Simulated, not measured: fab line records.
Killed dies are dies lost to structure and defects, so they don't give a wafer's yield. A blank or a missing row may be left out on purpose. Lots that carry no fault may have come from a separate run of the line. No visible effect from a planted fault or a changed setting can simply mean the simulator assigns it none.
Which of the tools did it? / flow sky130 / 30 wafers from 11 lots sampled at 2 of the route's 708 steps

== WHAT EACH GAUGE READ, for each wafer ==
SKY_LOCAL_INTERCONNECT_RS_MEAS_01: measurement is done with a four-point probe.
lot=L529; measured=day 27 18:16; on=film_metro-01; LOCAL_INTERCONNECT_TIN_RS (ohm/sq)=14.07 14.27 14.15
lot=L530; measured=day 29 09:19; on=film_metro-04; LOCAL_INTERCONNECT_TIN_RS (ohm/sq)=14.32 14.17 14.29
lot=L538; measured=day 33 02:04; on=film_metro-02; LOCAL_INTERCONNECT_TIN_RS (ohm/sq)=10.52 14.17
lot=L539; measured=day 33 07:22; on=film_metro-02; LOCAL_INTERCONNECT_TIN_RS (ohm/sq)=10.39 14.35
lot=L540; measured=day 33 13:13; on=film_metro-02; LOCAL_INTERCONNECT_TIN_RS (ohm/sq)=10.42 14.08
lot=L542; measured=day 35 08:17; on=film_metro-04; LOCAL_INTERCONNECT_TIN_RS (ohm/sq)=14.41 14.21 14.40
lot=L546; measured=day 35 11:45; on=film_metro-01; LOCAL_INTERCONNECT_TIN_RS (ohm/sq)=14.30 14.43 14.34
lot=L547; measured=day 35 12:38; on=film_metro-02; LOCAL_INTERCONNECT_TIN_RS (ohm/sq)=14.13 14.14 14.09
lot=L548; measured=day 35 16:04; on=film_metro-01; LOCAL_INTERCONNECT_TIN_RS (ohm/sq)=14.22 14.29 14.21
lot=L550; measured=day 37 01:25; on=film_metro-04; LOCAL_INTERCONNECT_TIN_RS (ohm/sq)=14.14 13.92 14.09
lot=L552; measured=day 37 08:37; on=film_metro-04; LOCAL_INTERCONNECT_TIN_RS (ohm/sq)=14.16 14.24 14.34

== TOOL THAT RAN EACH LOT (tool first, then ch and the chambers of the sampled wafers, then the start) ==
lot=L529; SKY_LOCAL_INTERCONNECT_SPUTTER_00=pvd_sputter-01, day 27 18:13
lot=L530; SKY_LOCAL_INTERCONNECT_SPUTTER_00=pvd_sputter-01, day 29 09:14
lot=L538; SKY_LOCAL_INTERCONNECT_SPUTTER_00=pvd_sputter-01, day 33 02:00
lot=L539; SKY_LOCAL_INTERCONNECT_SPUTTER_00=pvd_sputter-01, day 33 07:18
lot=L540; SKY_LOCAL_INTERCONNECT_SPUTTER_00=pvd_sputter-01, day 33 13:09
lot=L542; SKY_LOCAL_INTERCONNECT_SPUTTER_00=pvd_sputter-04, day 35 08:13
lot=L546; SKY_LOCAL_INTERCONNECT_SPUTTER_00=pvd_sputter-04, day 35 11:40
lot=L547; SKY_LOCAL_INTERCONNECT_SPUTTER_00=pvd_sputter-03, day 35 12:34
lot=L548; SKY_LOCAL_INTERCONNECT_SPUTTER_00=pvd_sputter-04, day 35 16:00
lot=L550; SKY_LOCAL_INTERCONNECT_SPUTTER_00=pvd_sputter-03, day 37 01:20
lot=L552; SKY_LOCAL_INTERCONNECT_SPUTTER_00=pvd_sputter-04, day 37 08:33
- SKY_LOCAL_INTERCONNECT_SPUTTER_00: material TiN, target thk 100 nm, time 83.3 s.

== THE ANSWER, worked out from the rows above alone ==
Rule: usual is defined by the lots themselves. The widest of any qualifying gaps counts: lots, ordered by their means at a reading, are off when they make up no more than a third of the lots, leave a main group of 4 or more, and stand apart from it by 3 or more times the standard deviation of that group's means. Not used: any main group whose means are identical at the precision the tables above print for the reading. Also off: a lot with no number at a reading for which 4 or more lots have one. The other lots that the step has rows for count as sound.
Off: L538, L539, L540, at SKY_LOCAL_INTERCONNECT_RS_MEAS_01 (LOCAL_INTERCONNECT_TIN_RS). The main group: mean 14.22 ohm/sq, standard deviation 0.099.
A tool fits if, at a process step before that reading, it ran every lot that is off, and no sound lot after the first of them. The gauges at SKY_LOCAL_INTERCONNECT_RS_MEAS_01 are tried like those tools. One fits: pvd_sputter-01 at SKY_LOCAL_INTERCONNECT_SPUTTER_00. Its last sound lot is L530 (day 29 09:14), its first lot that is off L538 (day 33 02:00): a fault that began between those two fits.

== WHAT HAD BEEN PUT IN BY THE SIMULATOR ==
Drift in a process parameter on pvd_sputter-01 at SKY_LOCAL_INTERCONNECT_SPUTTER_00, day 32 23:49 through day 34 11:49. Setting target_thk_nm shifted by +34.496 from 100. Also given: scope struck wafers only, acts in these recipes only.
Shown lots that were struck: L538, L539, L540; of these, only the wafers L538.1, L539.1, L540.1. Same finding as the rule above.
